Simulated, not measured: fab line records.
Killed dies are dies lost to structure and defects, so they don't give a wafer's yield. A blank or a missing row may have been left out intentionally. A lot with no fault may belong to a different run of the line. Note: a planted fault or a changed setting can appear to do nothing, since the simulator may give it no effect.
Lot-split experiment | flow sky130 | 23 wafers read across 5 lots, on a route 708 steps long

ABOUT THE SPLIT
At SKY_GATE_OXIDE_IMPLANT_11, the setting energy kev was moved away from the recipe's 10 on 5 of the 23 wafers read, by -2.6% to -2.2%. All remaining wafers had this setting at the recipe value.

The reading is taken at the split's own step.

THE READING
In nm, at SKY_GATE_OXIDE_IMPLANT_11: implant.drp nm, which is the simulator's own figure and was read by no gauge. No usual value for it is given in the file.

wafer  | tool, chamber at the split | energy kev as run | against the recipe | implant.drp nm, nm | against lot-mates on the recipe
L074.1 | implanter-01, 0            | 10                | recipe             | 17.11              | -
L074.2 | implanter-01, 0            | 10                | recipe             | 17.11              | -
L074.4 | implanter-01, 0            | 10                | recipe             | 17.11              | -
L074.5 | implanter-01, 0            | 10                | recipe             | 17.11              | -
L074.6 | implanter-01, 0            | 10                | recipe             | 17.11              | -
L077.1 | implanter-01, 0            | 10                | recipe             | 17.11              | -
L077.3 | implanter-01, 0            | 10                | recipe             | 17.11              | -
L077.4 | implanter-01, 0            | 10                | recipe             | 17.11              | -
L077.2 | implanter-01, 0            | 9.745             | -2.6%              | 16.81              | -0.30
L077.6 | implanter-01, 0            | 9.745             | -2.6%              | 16.81              | -0.30
L081.1 | implanter-04, 0            | 10                | recipe             | 17.11              | -
L081.5 | implanter-04, 0            | 10                | recipe             | 17.11              | -
L081.2 | implanter-04, 0            | 9.783             | -2.2%              | 16.85              | -0.26
L081.4 | implanter-04, 0            | 9.783             | -2.2%              | 16.85              | -0.26
L081.6 | implanter-04, 0            | 9.783             | -2.2%              | 16.85              | -0.26
L083.4 | implanter-03, 0            | 10                | recipe             | 17.11              | -
L083.5 | implanter-03, 0            | 10                | recipe             | 17.11              | -
L083.6 | implanter-03, 0            | 10                | recipe             | 17.11              | -
L085.1 | implanter-04, 0            | 10                | recipe             | 17.11              | -
L085.2 | implanter-04, 0            | 10                | recipe             | 17.11              | -
L085.3 | implanter-04, 0            | 10                | recipe             | 17.11              | -
L085.4 | implanter-04, 0            | 10                | recipe             | 17.11              | -
L085.6 | implanter-04, 0            | 10                | recipe             | 17.11              | -

FIT RESULTS
A straight line over all 23 wafers: implant.drp nm changes by +0.119 nm for each +1% of energy kev; r = +1.00; the points scatter about the line by 0.0012 nm.
The same after taking each lot's own level away (the mean of its wafers on the recipe; 23 wafers): +0.119 nm for each +1%; r = +1.00; scatter 0.0012 nm.
On that fit, the largest move of energy kev shifts the reading by 0.3 nm.
The lots' own levels span 17.110 to 17.110 nm.
Consequently the slope shifts little with the lot-to-lot level, the two slopes agreeing.
Check: for one of the wafers moved furthest among these (-2.6%), held out of the fit, the line's prediction against its lot-mates is -0.304 nm. Against them it came out at -0.3 nm.

THE OTHER SPLITS THESE WAFERS WENT THROUGH
Other splits were also applied to these wafers ahead of the reading. Each is held against what the fit with the lots' levels taken away leaves over:
other split on the same wafers     | wafers away from the commonest value | r with implant.drp nm (lot level and that fit taken away)
SKY_GATE_OXIDE_OXIDATION_01 temp c | 10                                   | +0.04
SKY_GATE_OXIDE_COAT_05 spin rpm    | 9                                    | +0.11

FILE'S OWN FIT
implant.drp nm changes by +0.12 nm for each +1% of energy kev, r = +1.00.
